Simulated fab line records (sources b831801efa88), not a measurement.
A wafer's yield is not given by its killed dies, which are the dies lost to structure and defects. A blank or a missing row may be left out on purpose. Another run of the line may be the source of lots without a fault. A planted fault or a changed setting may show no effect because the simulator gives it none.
The same fault as seen by 2 desks / flow gf180mcu / only its own numbers are on each desk; what lay behind them is given at the end

FOR THE TOOL OWNER'S DESK: rie_metal-01
The tool's own readings at GF_MIM_METAL_ETCH_19 (etches the open film in Cl2/BCl3, stops on Si3N4, target depth 324.5 nm, time 54.1 s): means of the sampled wafers that have a number, for each lot that ran on this tool. Any lot whose mean is over 4 standard deviations away from the usual mean is out of limits and marked OUT; that distance is given in the brackets.
Columns: A = bias_w at GF_MIM_METAL_ETCH_19, usual 140.0 W; B = drypump_motor_current_A at GF_MIM_METAL_ETCH_19, usual 5.7 A; C = mfc_cl2_sccm at GF_MIM_METAL_ETCH_19, usual 79.97 sccm; D = oes_product_au at GF_MIM_METAL_ETCH_19, usual 0.942 a.u.; E = rf_fwd_power_W at GF_MIM_METAL_ETCH_19, usual 793.3 W; F = throttle_valve_pct at GF_MIM_METAL_ETCH_19, usual 28.283 %
lot=L871; first seen here=day 26 17:57; A=140.0; B=5.9; C=79.86; D=0.941; E=792.2; F=28.281
lot=L873; first seen here=day 27 00:54; A=139.8; B=5.9; C=80.20; D=0.940; E=792.2; F=28.293
lot=L880; first seen here=day 29 01:23; A=137.3 (-6.3) OUT; B=5.9; C=79.66; D=0.938; E=790.5; F=28.289
This desk finds L880 out of limits, L880 being first, at day 29 01:23 (bias_w at GF_MIM_METAL_ETCH_19). In limits: L871, L873.

THE METROLOGY DESK
Lot by lot, what the gauges showed, no matter which tool ran the lot: averages of those sampled wafers that carry a number. Any lot whose mean is over 4 standard deviations away from the usual mean is out of limits and marked OUT; that distance is given in the brackets.
Columns: A = MIM_ALCU_THK at GF_MIM_THK_MEAS_11, usual 197.3 nm
lot=L869; first seen here=day 24 01:02; A=198.2
lot=L871; first seen here=day 25 22:04; A=196.2
lot=L872; first seen here=day 26 01:52; A=194.5
lot=L873; first seen here=day 26 04:28; A=197.4
lot=L875; first seen here=day 26 10:52; A=197.6
lot=L876; first seen here=day 26 23:25; A=195.4
lot=L880; first seen here=day 28 07:35; A=195.1
lot=L888; first seen here=day 30 10:43; A=201.1
lot=L889; first seen here=day 30 16:56; A=197.4
lot=L890; first seen here=day 30 21:07; A=198.7
lot=L891; first seen here=day 31 03:48; A=194.5
lot=L892; first seen here=day 31 11:34; A=194.2
Finding of this desk: none of the 12 lots has anything out of limits.

BROUGHT TOGETHER
The tool owner's desk could have raised an alarm at day 29 01:23, on L880.
Nothing out of limits was seen by the metrology desk.
The metrology desk has L880 on record, within its limits.
Of the lots named, all ran GF_MIM_METAL_ETCH_19 on rie_metal-01.

WHAT THE SIMULATOR HAD PUT IN
rie_metal-01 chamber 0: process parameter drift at GF_MIM_METAL_ETCH_19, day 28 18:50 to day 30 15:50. A move of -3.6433 in setting bias_w, from 140. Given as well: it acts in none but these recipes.
Lots struck among those shown: L880.
Delay in hours, fault start to first out-of-limits reading, by desk: the tool owner's desk at 7.
